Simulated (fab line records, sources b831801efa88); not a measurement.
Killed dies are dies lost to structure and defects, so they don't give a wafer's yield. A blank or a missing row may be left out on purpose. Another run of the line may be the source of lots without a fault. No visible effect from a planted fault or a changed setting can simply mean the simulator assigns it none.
What tool caused it?	flow sky130	10 lots, 30 wafers sampled, at 1 step of a route of 708

== WHAT EACH GAUGE READ, for each wafer ==
SKY_LI_CONTACT_CD_MEAS_12: the cd target is 170 nm. Usual: cd-nm at 170.4 nm, with a standard deviation of 1.4.
lot	measured	on	cd-nm (nm)	flag
L595	day 29 20:35	cd-sem-02	170.8 169.4 170.0	
L596	day 29 23:12	cd-sem-01	168.9 170.5 169.2	
L599	day 31 08:25	cd-sem-02	171.6 170.8 170.4	
L601	day 32 00:18	cd-sem-01	171.7 172.2 172.3	
L602	day 32 04:23	cd-sem-02	170.4 169.9 171.1	
L603	day 32 12:01	cd-sem-02	169.5 170.6 171.9	
L604	day 32 20:50	cd-sem-02	169.7 168.7 171.2	
L613	day 35 17:37	cd-sem-02	169.5 168.0 169.3	
L614	day 36 01:14	cd-sem-02	168.4 170.5 171.2	
L615	day 36 05:56	cd-sem-02	172.0 173.0 169.9	

== EACH LOT AND THE TOOL THAT RAN IT (in order: tool; ch and the chambers of the sampled wafers; start) ==
Record: no process step prior to these readings.

== AS READ BY THE TOOLS THEMSELVES (means over the sampled wafers that have a number; for cases with no such wafer, the mark the record gives instead) ==
The record holds no such reading with a usual standard deviation.

== THE ANSWER, worked out from the rows above alone ==
Rule: lot off if the mean of its wafers having a number is beyond 3 standard deviations from the usual mean. Also off: a lot with no number at a reading for which 4 or more lots have one. All remaining lots with rows at the step are treated as sound. Order of review: gauges by route order, followed by the tools' own readings, for which a lot's mean as printed above is used. The first step at which some lot is off is used, and at that step the reading that is off furthest; a lot without a number counts as furthest.
Nothing can be told from this: no lot is off at any reading shown.

== WHAT WAS PUT IN BY THE SIMULATOR ==
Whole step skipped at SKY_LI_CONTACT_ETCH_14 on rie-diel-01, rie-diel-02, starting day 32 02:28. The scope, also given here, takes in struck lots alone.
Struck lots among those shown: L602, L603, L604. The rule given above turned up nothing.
